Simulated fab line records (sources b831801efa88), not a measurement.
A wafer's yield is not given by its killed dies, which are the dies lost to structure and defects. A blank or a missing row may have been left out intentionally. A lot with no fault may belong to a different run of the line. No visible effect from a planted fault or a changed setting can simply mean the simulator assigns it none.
A lot that was struck, set against a sound lot    flow sfq_line    14 steps out of a route of 325
Sound: these wafers, L505.1, L505.5, L505.6. The struck wafers were L502.2, L502.4, L502.5. The cause is named last.
Each step with rows lists, per side, the tool, then ch with its chambers, then its first start. Under that, the readings that differ: sound wafers    struck wafers    difference of the means    sigmas: that difference in standard deviations of wafers without a fault.
alike: a reading whose means differ by less than 2 such deviations, as well as words and numbers matching on both sides. not compared: withheld readings; readings where some wafer has no value; bounds like >300 that might hide an equal value; numbers whose values overlap and for which the record gives no deviation.
The two part at a step that has a row with sigmas, a row that says differs or no value, or rows on one side only. Numbers that have no deviation but don't overlap get no sigmas and don't part them. A reading missing from all wafers of one side parts the sides only when that side holds two or more wafers.

first, 4 steps without rows for these wafers: SFQ_TRILAYER_M2_LITHO_SOFTBAKE_061; SFQ_TRILAYER_M2_LITHO_EXPOSE_058 (exposes mask M2, target cd 500 nm); SFQ_TRILAYER_M2_LITHO_PEB_060 (peb time 60 s); SFQ_TRILAYER_M2_LITHO_DEVELOP_059 (time 60 s).
SFQ_M2_OVL_MEAS_916:
  sound on overlay-02 at day 41 11:56; struck on overlay-02 at day 34 07:29
reading      sound     struck      difference  sigmas
M2_OVL (nm)  15 12 10  -9 -10 -12  -23         -4
SFQ_TRILAYER_M2_BARC_OPEN_METAL_ETCH_077: etches BARC in O2, target depth 125 nm, time 41.7 s.
  sound on rie_metal-03 ch 0,1, day 41 11:58; struck on rie_metal-03 ch 0,1, day 34 07:31
  alike: chamber_pressure_mTorr, drypump_motor_current_A, oes_product_au
  not compared: rf_hours_counter_h
SFQ_TRILAYER_M2_ETCH_METAL_ETCH_060: etches Nb in Cl2/Ar, stops on SiO2, target depth 240 nm, time 120 s.
  sound on rie_metal-03 ch 0,1, day 41 12:01; struck on rie_metal-03 ch 0,1, day 34 07:34
reading                sound              struck             difference  sigmas
oes_product_au (a.u.)  0.899 0.900 0.899  0.872 0.886 0.886  -0.018      -2
  alike: chamber_pressure_mTorr, drypump_motor_current_A
  not compared: rf_hours_counter_h
SFQ_TRILAYER_M2_STRIP_STRIP_061: strips in O2.
  sound on rie_metal-03 ch 0,1, day 41 12:09; struck on rie_metal-03 ch 0,1, day 34 07:41
  alike: chamber_pressure_mTorr, drypump_motor_current_A, oes_product_au
  not compared: rf_hours_counter_h
then, 1 step without rows for these wafers: SFQ_TRILAYER_M2_STRIP_SOLV_CLEAN_062 (cleans in NMP, time 600 s).
SFQ_TRILAYER_I2_DEP_PECVD_063: deposits SiO2 from SiH4/N2O, time 111.11 s, target thk 500 nm.
  sound on pecvd-03 ch 1,2, day 41 12:55; struck on pecvd-04 ch 0,2, day 34 08:29
  alike: heater_power_w, throttle_valve_pct
-- the record jumps here: 2 days lie between the struck wafers' starts before and after --
SFQ_TRILAYER_I2_CMP_CMP_064: polishes SiO2.
  sound on cmp-02 ch 0,1, day 41 19:05; struck on cmp-01 ch 0,1,3, day 36 11:23
  alike: motor_current_A, platen_rpm, retaining_ring_pressure_frac, slurry_filter_dp_kPa, time_to_endpoint_s
SFQ_I2_BOW_MEAS_917:
  sound on film_metro-01 at day 41 22:05; struck on film_metro-02 at day 36 13:24
  alike: I2_BOW
SFQ_TRILAYER_I2_METRO_MEASURE_065:
  sound on film_metro-01 at day 41 22:13; struck on film_metro-02 at day 36 13:42
reading      sound              struck             difference  sigmas
thk_nm (nm)  198.7 201.8 199.1  203.6 204.5 204.4  +4.3        +4
then, 1 step without rows for these wafers: SFQ_TRILAYER_I2_VIA_LITHO_COAT_072 (resist thk 62 nm).

## WHERE THEY PART
At SFQ_M2_OVL_MEAS_916 first; at SFQ_TRILAYER_I2_METRO_MEASURE_065 last (within this record only).

WHY: the cause the simulator had injected
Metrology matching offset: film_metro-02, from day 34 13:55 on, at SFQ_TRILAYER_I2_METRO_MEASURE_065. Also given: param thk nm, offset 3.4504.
